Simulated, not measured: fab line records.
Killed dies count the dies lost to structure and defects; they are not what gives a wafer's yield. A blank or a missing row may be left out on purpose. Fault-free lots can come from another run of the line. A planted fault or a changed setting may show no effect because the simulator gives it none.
2 desks looking at one fault / flow sky130 / only its own numbers are on each desk; what lay behind them is given at the end

== METROLOGY DESK ==
Lot by lot, what the gauges showed, no matter which tool ran the lot: averages of those sampled wafers that carry a number. If a lot's mean is further than 4 standard deviations from the usual mean, the lot is out of limits and carries the mark OUT (the distance appears in the brackets).
Columns: A = FIELD_ISO_OXIDATION_00_THK at SKY_FIELD_ISO_THK_MEAS_02, usual 12.02 nm
lot=L426; first seen here=day 1 16:38; A=12.05
lot=L429; first seen here=day 2 09:02; A=12.05
lot=L430; first seen here=day 2 13:02; A=11.99
lot=L431; first seen here=day 2 17:39; A=12.17
lot=L434; first seen here=day 3 09:22; A=12.36
lot=L436; first seen here=day 3 19:02; A=12.12
lot=L438; first seen here=day 4 05:19; A=12.22
lot=L439; first seen here=day 4 09:40; A=11.68
lot=L440; first seen here=day 4 14:38; A=12.49
lot=L441; first seen here=day 4 20:24; A=12.00
lot=L446; first seen here=day 5 21:16; A=11.87
This desk found nothing out of limits on any of the 11 lots.

== FOR THE TOOL OWNER'S DESK: rie_metal-04 ==
The tool's own readings at SKY_METAL3_ETCH_16 (etches BARC in N2/H2, stops on SiO2, time 88.2 s, target depth 60 nm): means of the sampled wafers that have a number, for each lot that ran on this tool. If a lot's mean is further than 4 standard deviations from the usual mean, the lot is out of limits and carries the mark OUT (the distance appears in the brackets).
Columns: A = drypump_motor_current_A at SKY_METAL3_ETCH_16, usual 6.0 A; B = h2_flow_sccm at SKY_METAL3_ETCH_16, usual 199.9 sccm; C = oes_product_au at SKY_METAL3_ETCH_16, usual 0.625 a.u.; D = run_length_s at SKY_METAL3_ETCH_16, usual 116.3 s; E = throttle_valve_pct at SKY_METAL3_ETCH_16, usual 13.204 %
lot=L429; first seen here=day 39 22:44; A=6.3; B=199.6; C=0.627; D=116.3; E=13.203
lot=L431; first seen here=day 40 01:17; A=6.2; B=200.5; C=0.628; D=116.2; E=13.215
lot=L434; first seen here=day 41 01:35; A=6.5; B=200.2; C=0.627; D=116.7; E=13.204
lot=L436; first seen here=day 41 20:47; A=6.2; B=199.5; C=0.622; D=116.1; E=13.202
lot=L438; first seen here=day 42 08:41; A=6.4; B=200.0; C=0.596 (-6.9) OUT; D=128.0 (+29) OUT; E=13.206
lot=L440; first seen here=day 42 19:56; A=6.2; B=199.7; C=0.595 (-7.2) OUT; D=127.8 (+29) OUT; E=13.200
Finding of this desk: L438, L440 out of limits; the first was L438 at day 42 08:41, on oes_product_au at SKY_METAL3_ETCH_16. In limits: L429, L431, L434, L436.

== PUT TOGETHER ==
On L438, L440, at day 42 08:41, an alarm was possible from the tool owner's desk.
The metrology desk saw nothing out of limits.
The metrology desk has L438, L440 on record, within its limits.
SKY_METAL3_ETCH_16 was run on rie_metal-04 by each of the lots named.

== WHAT HAD BEEN PUT IN BY THE SIMULATOR ==
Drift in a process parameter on rie_metal-04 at SKY_METAL3_ETCH_16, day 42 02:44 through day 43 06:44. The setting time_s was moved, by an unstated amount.
Shown lots that were struck: L438, L440.
Time in hours from fault onset to the first out-of-limits reading at each desk: the tool owner's desk, 6.
